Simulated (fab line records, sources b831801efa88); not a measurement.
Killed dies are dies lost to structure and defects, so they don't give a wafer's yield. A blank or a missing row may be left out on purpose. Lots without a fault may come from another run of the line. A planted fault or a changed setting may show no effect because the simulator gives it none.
A struck lot beside a sound one | flow gf180mcu | 14 steps out of a route of 602
Sound: wafers L338.2, L338.3, L338.6. Struck: wafers L341.1, L341.4, L341.5. The cause comes at the end.
At each step with rows: each side's tool, then ch and its chambers, then its first start. Under that, the readings that differ: sound wafers | struck wafers | difference of the means | sigmas: that difference in standard deviations of wafers without a fault.
alike: readings whose means differ by less than 2 such deviations, and words and numbers that are the same on both sides. not compared: withheld readings, readings that some wafer has no value for, bounds like >300 that may hide the same value, and numbers for which the record gives no deviation and whose values overlap.
The two part at a step that has a row with sigmas, a row that says differs or no value, or rows on one side only. Numbers that don't overlap but have no deviation are shown without sigmas and don't part them. A reading that every wafer of one side lacks parts them only if that side has two wafers or more.

GF_V4_OVL_MEAS_15:
  sound on overlay-02, day 25 00:18; struck on overlay-01, day 25 17:17
  reading     | sound     | struck   | difference | sigmas
  V4_OVL (nm) | -7 -9 -14 | 14 13 14 | +24        | +4
GF_V4_ETCH_16: etches BARC in N2/H2.
  sound on rie_diel-03 ch 0,1,3, day 25 00:20; struck on rie_diel-03 ch 1,2,3, day 25 17:20
  alike: drypump_motor_current_A, oes_product_au, throttle_valve_pct
then, 1 step without rows for these wafers: GF_V4_ETCH_17 (etches SiO2 in C4F8/O2/Ar, stops on TiN, target depth 630 nm).
GF_V4_STRIP_18: strips in O2/N2.
  sound on plasma_asher-03 ch 0,1, day 25 00:28; struck on plasma_asher-02 ch 0,1, day 25 17:28
  alike: drypump_motor_current_A, heater_power_w, oes_product_au
  not compared: rf_hours_counter_h
then, 4 steps without rows for these wafers: GF_V4_STRIP_19 (strips in post etch residue remover, time 1200 s); GF_V4_CLEAN_20 (cleans in DIW); GF_V4_SPUTTER_21 (material Ti, target thk 15 nm, time 80.02 s); GF_V4_SPUTTER_22 (material TiN, target thk 10 nm, time 40 s).
GF_V4_CVD_23: deposits W, target thk 350 nm, time 104.9 s.
  sound on cvd_w-01 ch 0,1, day 25 01:05; struck on cvd_w-01 ch 0,1, day 25 18:06
  alike: heater_power_w
  not compared: since_wet_clean_h
GF_V4_RS_MEAS_24: measures by four-point-probe.
  sound on film_metro-04, day 25 01:14; struck on film_metro-02, day 25 18:13
  alike: V4_W_RS
GF_V4_THK_MEAS_25: measures by xrf.
  sound on film_metro-04, day 25 01:20; struck on film_metro-02, day 25 18:20
  alike: V4_W_THK
GF_V4_CMP_26: polishes, stops on SiO2, t overpolish 15 s, target thk 0 nm.
  sound on cmp-02 ch 0,2, day 25 01:26; struck on cmp-01 ch 0,1,3, day 25 18:23
  alike: motor_current_A, overpolish_run_s, slurry_flow_ml_min, time_to_endpoint_s
GF_MIM_SPUTTER_00: material Ti, target thk 37.5 nm, time 150 s.
  sound on pvd_sputter-01, day 25 01:41; struck on pvd_sputter-03, day 25 18:41
  no value came back on the struck wafers for cathode_dc_power_W (W), chamber_pressure_pa (Pa), throttle_valve_pct (%); on the sound wafers cathode_dc_power_W (W) reads 3999.5 4000.1 4000.1
GF_MIM_SPUTTER_01: material TiN, target thk 30 nm, time 25 s.
  sound on pvd_sputter-01, day 25 01:47; struck on pvd_sputter-03, day 25 18:47
  alike: cathode_dc_power_W, chamber_pressure_pa, throttle_valve_pct

WHERE THEY PART
First at GF_V4_OVL_MEAS_15; last, within this record, at GF_MIM_SPUTTER_00. Later steps at which nothing parts them and some readings are alike: GF_MIM_SPUTTER_01.

WHY: what the simulator had put in
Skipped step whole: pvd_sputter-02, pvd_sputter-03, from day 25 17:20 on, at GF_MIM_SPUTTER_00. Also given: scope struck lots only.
